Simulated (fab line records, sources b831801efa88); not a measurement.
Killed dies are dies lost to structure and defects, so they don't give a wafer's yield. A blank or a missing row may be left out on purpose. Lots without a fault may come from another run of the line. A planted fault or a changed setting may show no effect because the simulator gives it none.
Problem report in the 8D (eight disciplines) form, filled by code | flow gf180mcu | the parts of the form that need people (team, actions taken, sign-off) are left out

1. THE PROBLEM
beam_energy_keV at GF_VT_IMPLANT_IMPLANT_41 reads a mean of 65.784 on 6 wafers of 2 lots; wafers without a fault read 69.996 with a standard deviation of 0.021. That is -99 or more standard deviations from the usual mean.
First seen on wafer L514.2, day 10 03:16, on implanter-04. The record holds 42 wafers of 14 lots with a number at this step. Rule for "out", or "out of limits": more than 4 standard deviations from the usual mean. The other wafers with a number count as sound.

2. WHAT IT IS AND WHAT IT IS NOT
question                    | is                     | is not
which readings at this step | beam_energy_keV        | end_station_pressure_torr
which lots                  | L514, L516             | L505, L506, L509, L510, L517, L520, L521, L522, L523, L524, L525, L526
which wafers of those lots  | all that have a number | -
read on which tools         | implanter-04           | implanter-01, implanter-02
when                        | from day 10 03:16      | up to then (12 sound wafers); but 24 sound wafers of L517, L520, L521, L522, L523, L524, L525, L526 came after

3. SUSPECTS, AND WHAT RULES EACH OUT
Counting: a tool at a process step up to the reading stays a suspect if it ran every lot that is out and no sound lot after the first of them.
- implanter-04 at GF_VT_IMPLANT_IMPLANT_41: ruled out as a lasting fault. Sound lots L526 ran on it after its first lot that is out, L514 (day 10 03:16).
Left after counting: nothing in the record.

4. THE CAUSE (what the simulator had put in)
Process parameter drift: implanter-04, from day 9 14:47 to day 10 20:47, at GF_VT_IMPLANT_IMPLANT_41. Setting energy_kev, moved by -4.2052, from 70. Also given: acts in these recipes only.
Counting ruled it out, wrongly.

5. THE CHAIN OF EFFECTS, in route order
Each row: a reading whose mean over the struck wafers that have a number lies more than 3 standard deviations from the usual. Only readings for which the record gives a usual standard deviation are gone through. hours: the time from each lot's start at the first step in this table that gives one to its start at this step, as a median over the lots. sigmas: the change in usual standard deviations.
hours | step                     | reading         | usual  | on struck wafers | change | sigmas
0     | GF_VT_IMPLANT_IMPLANT_41 | beam_energy_keV | 69.996 | 65.784           | -4.212 | -99 or more
The process steps in it:
- GF_VT_IMPLANT_IMPLANT_41

6. WHAT WOULD HAVE CAUGHT IT SOONER
In this record the first reading out of limits was taken at day 10 03:16, 12 hours after the fault began at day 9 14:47.
